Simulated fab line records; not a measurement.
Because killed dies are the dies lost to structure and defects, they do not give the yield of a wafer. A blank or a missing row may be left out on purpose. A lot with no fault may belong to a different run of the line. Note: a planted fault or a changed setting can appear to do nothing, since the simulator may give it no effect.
The tool behind it: which one?    flow gf180mcu    6 lots, 18 wafers sampled, at 4 steps of a route of 602

## WHAT THE GAUGES SHOWED, per wafer
GF_PSD_RS_MEAS_14: measures by four-point-probe.
lot   measured      on            NSD_RS (ohm/sq)
L152  day 14 09:53  filmMetro-02  46.81 46.79 46.73
L160  day 17 15:18  filmMetro-02  47.10 47.16 47.13
L165  day 19 08:34  filmMetro-04  46.53 46.49 46.46
L168  day 20 08:53  filmMetro-04  46.66 46.64 46.63
L170  day 21 01:16  filmMetro-02  46.70 46.73 46.71
L174  day 22 06:07  filmMetro-01  46.75 46.46 46.64

## WHAT TOOL EACH LOT RAN ON (gives the tool, then ch and the chambers of the sampled wafers, and finally the start)
lot   GF_HV_LDD_STRIP_10                   GF_HV_LDD_STRIP_22                   GF_NSD_IMPLANT_10
L152  plasmaAsher-02 ch 0,1, day 10 05:39  plasmaAsher-01 ch 0,1, day 10 23:36  implanter-03 ch 0, day 13 13:02
L160  plasmaAsher-03 ch 0,1, day 12 23:44  plasmaAsher-01 ch 0,1, day 13 19:42  implanter-04 ch 0, day 16 16:09
L165  plasmaAsher-03 ch 1, day 14 11:08    plasmaAsher-03 ch 1, day 15 07:57    implanter-02 ch 0, day 18 08:07
L168  plasmaAsher-02 ch 0,1, day 15 07:14  plasmaAsher-02 ch 0,1, day 16 05:30  implanter-03 ch 0, day 19 08:41
L170  plasmaAsher-03 ch 0,1, day 15 22:04  plasmaAsher-01 ch 0,1, day 16 20:14  implanter-04 ch 0, day 19 23:47
L174  plasmaAsher-02 ch 0,1, day 17 02:26  plasmaAsher-01 ch 0,1, day 18 02:05  implanter-04 ch 0, day 21 05:28
- GF_HV_LDD_STRIP_10: strips in O2/N2.
- GF_HV_LDD_STRIP_22: strips in O2/N2.
- GF_NSD_IMPLANT_10

## THE ANSWER, worked out from the rows above alone
Rule: the lots themselves supply what counts as usual. Put in order of their means at a reading, lots are off if they are a third of the lots or fewer, leave a main group of 4 or more, and stand apart from it by a gap of 3 or more times the standard deviation of the main group's means; of several such gaps the widest counts. Not used: any main group whose means are identical at the precision the tables above print for the reading. Also off: a lot with no number at a reading for which 4 or more lots have one. Where the step has rows for the other lots, those lots are counted as sound.
Off: at GF_PSD_RS_MEAS_14 (NSD_RS), L160. Main group: mean 46.65 ohm/sq, sd 0.096.
If a tool, at a process step before that reading, ran all the lots that are off and no sound lot after the first of them, it fits. The gauges at GF_PSD_RS_MEAS_14 are tried like those tools. None of those tried fits.

## WHAT THE SIMULATOR HAD PUT IN
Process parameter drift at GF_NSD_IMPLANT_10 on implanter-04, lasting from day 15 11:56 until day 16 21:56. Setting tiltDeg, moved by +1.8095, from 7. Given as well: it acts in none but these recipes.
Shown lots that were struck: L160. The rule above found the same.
